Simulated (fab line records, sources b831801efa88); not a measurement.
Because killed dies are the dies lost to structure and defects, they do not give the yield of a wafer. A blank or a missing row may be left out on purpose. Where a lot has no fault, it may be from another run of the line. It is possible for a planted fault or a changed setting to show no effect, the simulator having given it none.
Comparing a struck lot with a sound one + flow sfq-line + 18 steps out of a route of 325
Sound: the wafers L177.1, L177.3, L177.5. The struck wafers were L187.2, L187.3, L187.5. The cause comes at the end.
Per side, at each step with rows, come the tool, then ch with its chambers, and then its first start. Under that, the readings that differ: sound wafers + struck wafers + difference of the means + sigmas: that difference in standard deviations of wafers without a fault.
alike: same words and numbers on both sides, and readings whose means sit less than 2 such deviations apart. not compared: any withheld reading, any reading some wafer has no value for, any bound like >300 that may hide the same value, and any number with overlapping values for which the record gives no deviation.
Wherever a step has rows on one side only, a row that says differs or no value, or a row with sigmas, the two part there. Numbers that don't overlap but have no deviation are shown without sigmas and don't part them. Lack of a reading on every wafer of one side parts them only where that side has two or more wafers.

SFQ_TRILAYER_M3_BARC_OPEN_METAL_ETCH_100: etches BARC in O2, target depth 125 nm, time 41.7 s.
  sound on rie-metal-04 ch 0,1, day 43 12:13; struck on rie-metal-02 ch 0,1, day 47 12:32
| reading                        | sound                | struck              | difference | sigmas |
|--------------------------------|----------------------|---------------------|------------|--------|
| chamber-pressure-mTorr (mTorr) | 10.017 10.005 10.019 | 10.000 10.001 9.979 | -0.020     | -2     |
  alike: drypump-motor-current-A, oes-product-au, rf-fwd-power-W
  not compared: rf-hours-counter-h
then, 1 step without rows for these wafers: SFQ_TRILAYER_M3_ETCH_METAL_ETCH_078 (etches Nb in Cl2/Ar, stops on SiO2, target depth 240 nm, time 120 s).
SFQ_TRILAYER_M3_STRIP_STRIP_079: strips in O2.
  sound on rie-metal-04 ch 0,1, day 43 12:25; struck on rie-metal-02 ch 0,1, day 47 12:43
  alike: chamber-pressure-mTorr, drypump-motor-current-A, oes-product-au
  not compared: rf-hours-counter-h
then, 1 step without rows for these wafers: SFQ_TRILAYER_M3_STRIP_SOLV_CLEAN_080 (cleans in NMP, time 600 s).
SFQ_TRILAYER_I3_DEP_PECVD_081: deposits SiO2 from SiH4/N2O, time 111.11 s, target thk 500 nm.
  sound on pecvd-01 ch 0,1,2, day 43 13:11; struck on pecvd-04 ch 0,1, day 47 13:29
  alike: heater-power-w, rf-fwd-power-W, throttle-valve-pct
SFQ_TRILAYER_I3_CMP_CMP_082: polishes SiO2.
  sound on cmp-01 ch 1,3, day 43 13:16; struck on cmp-02 ch 0,1, day 47 23:18
  alike: motor-current-A, time-to-endpoint-s
SFQ_I3_BOW_MEAS_922:
  sound: film-metro-02 at day 43 16:16; struck: film-metro-02 at day 48 02:19
  alike: I3_BOW
SFQ_TRILAYER_I3_METRO_MEASURE_083:
  sound: film-metro-02 at day 43 16:23; struck: film-metro-02 at day 48 02:37
  alike: thk-nm
then, 4 steps without rows for these wafers: SFQ_TRILAYER_I3_VIA_LITHO_COAT_090 (resist thk 62 nm); SFQ_TRILAYER_I3_VIA_LITHO_COAT_085 (resist thk 650 nm); SFQ_TRILAYER_I3_VIA_LITHO_SOFTBAKE_089; SFQ_TRILAYER_I3_VIA_LITHO_EXPOSE_086 (exposes mask I3, target cd 500 nm).
-- the record jumps here: 5 days lie between the struck wafers' starts before and after --
SFQ_TRILAYER_I3_VIA_LITHO_PEB_088: peb time 60 s.
  sound on litho-track-04 ch 0, day 43 19:32; struck on litho-track-01 ch 0, day 53 12:20
| reading                  | sound                | struck               | difference | sigmas |
|--------------------------|----------------------|----------------------|------------|--------|
| heater-power-total-W (W) | 79.08 79.20 79.17    | 77.21 77.10 77.16    | -1.99      | -28    |
| plate-temp-C (C)         | 114.83 115.07 114.82 | 112.86 112.73 112.61 | -2.17      | -18    |
  alike: resist-line-temp-C
then, 1 step without rows for these wafers: SFQ_TRILAYER_I3_VIA_LITHO_DEVELOP_087 (time 60 s).
SFQ_I3_OVL_MEAS_923:
  sound: overlay-02 at day 43 19:50; struck: overlay-01 at day 53 12:38
  alike: I3_OVL
SFQ_TRILAYER_I3_VIA_BARC_OPEN_VIA_ETCH_121: etches BARC in O2, target depth 125 nm, time 41.7 s.
  sound on rie-diel-03 ch 1,2,3, day 43 19:52; struck on rie-diel-04 ch 0,1,2, day 53 12:40
| reading             | sound             | struck            | difference | sigmas |
|---------------------|-------------------|-------------------|------------|--------|
| model.I3.cd-nm (nm) | 498.6 499.3 498.9 | 458.1 457.8 458.7 | -40.7      |        |
  alike: chamber-pressure-mTorr, drypump-motor-current-A, oes-product-au, rf-fwd-power-W
  not compared: rf-hours-counter-h
SFQ_TRILAYER_I3_VIA_ETCH_VIA_ETCH_088: etches SiO2 in CHF3, stops on Nb, target depth 260 nm.
  sound on rie-diel-03 ch 1,2,3, day 43 19:54; struck on rie-diel-04 ch 0,1,2, day 53 12:42
| reading             | sound             | struck            | difference | sigmas |
|---------------------|-------------------|-------------------|------------|--------|
| model.I3.cd-nm (nm) | 498.3 495.4 500.5 | 458.4 456.4 461.5 | -39.3      |        |
  alike: chamber-pressure-mTorr, drypump-motor-current-A, oes-product-au, rf-fwd-power-W
then, 1 step without rows for these wafers: SFQ_TRILAYER_I3_VIA_STRIP_STRIP_089 (strips in O2).

## WHERE THEY PART
First at SFQ_TRILAYER_M3_BARC_OPEN_METAL_ETCH_100; last, within this record, at SFQ_TRILAYER_I3_VIA_LITHO_PEB_088. Later steps at which nothing parts them and some readings are alike: SFQ_I3_OVL_MEAS_923, SFQ_TRILAYER_I3_VIA_BARC_OPEN_VIA_ETCH_121, SFQ_TRILAYER_I3_VIA_ETCH_VIA_ETCH_088.

WHY: whatever the simulator had introduced
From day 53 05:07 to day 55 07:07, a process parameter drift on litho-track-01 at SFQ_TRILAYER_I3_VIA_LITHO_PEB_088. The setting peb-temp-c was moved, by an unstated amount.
